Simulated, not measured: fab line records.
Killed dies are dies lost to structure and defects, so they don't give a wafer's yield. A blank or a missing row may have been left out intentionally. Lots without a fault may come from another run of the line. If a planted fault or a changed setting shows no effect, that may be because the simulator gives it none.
One fault seen from 2 desks / flow gf180mcu / numbers are kept per desk, each desk with only its own; the story behind them comes last

== AT THE TOOL OWNER'S DESK: pvdSputter-03 ==
The tool's own readings at GF_M3_SPUTTER_03 (material Ti, target thk 10 nm, time 6.7 s): means of the sampled wafers that have a number, for each lot that ran on this tool. A lot is out of limits, marked OUT, if its mean lies more than 4 standard deviations from the usual mean; the brackets give that distance.
Columns: A = chamberPressurePa at GF_M3_SPUTTER_03, usual 0.3000 Pa; B = substrateTempC at GF_M3_SPUTTER_03, usual 299.98 C; C = throttleValvePct at GF_M3_SPUTTER_03, usual 29.9 %
lot=L127; first seen here=day 22 18:49; A=0.2999; B=300.07; C=29.2
lot=L136; first seen here=day 25 20:26; A=0.2996; B=300.08; C=29.7
lot=L137; first seen here=day 25 23:17; A=0.3003; B=300.00; C=30.2
This desk found nothing out of limits on any of the 3 lots.

== FROM THE METROLOGY DESK ==
What the gauges read, lot by lot, whatever tool the lot ran on: means of the sampled wafers that have a number. A lot is out of limits, marked OUT, if its mean lies more than 4 standard deviations from the usual mean; the brackets give that distance.
Columns: A = V2_W_RS at GF_V2_RS_MEAS_24, usual 0.327 ohm/sq; B = V2_W_THK at GF_V2_THK_MEAS_25, usual 344 nm
lot=L122; first seen here=day 20 23:07; A=0.323; B=346
lot=L127; first seen here=day 22 17:54; A=0.324; B=348
lot=L136; first seen here=day 25 19:48; A=0.325; B=345
lot=L137; first seen here=day 25 22:39; A=0.329; B=341
lot=L141; first seen here=day 27 07:05; A=0.328; B=342
lot=L143; first seen here=day 27 22:08; A=0.327; B=344
This desk found nothing out of limits on any of the 6 lots.

== PUT TOGETHER ==
The tool owner's desk saw nothing out of limits.
Nothing out of limits was seen by the metrology desk.

== WHAT THE SIMULATOR HAD INSERTED ==
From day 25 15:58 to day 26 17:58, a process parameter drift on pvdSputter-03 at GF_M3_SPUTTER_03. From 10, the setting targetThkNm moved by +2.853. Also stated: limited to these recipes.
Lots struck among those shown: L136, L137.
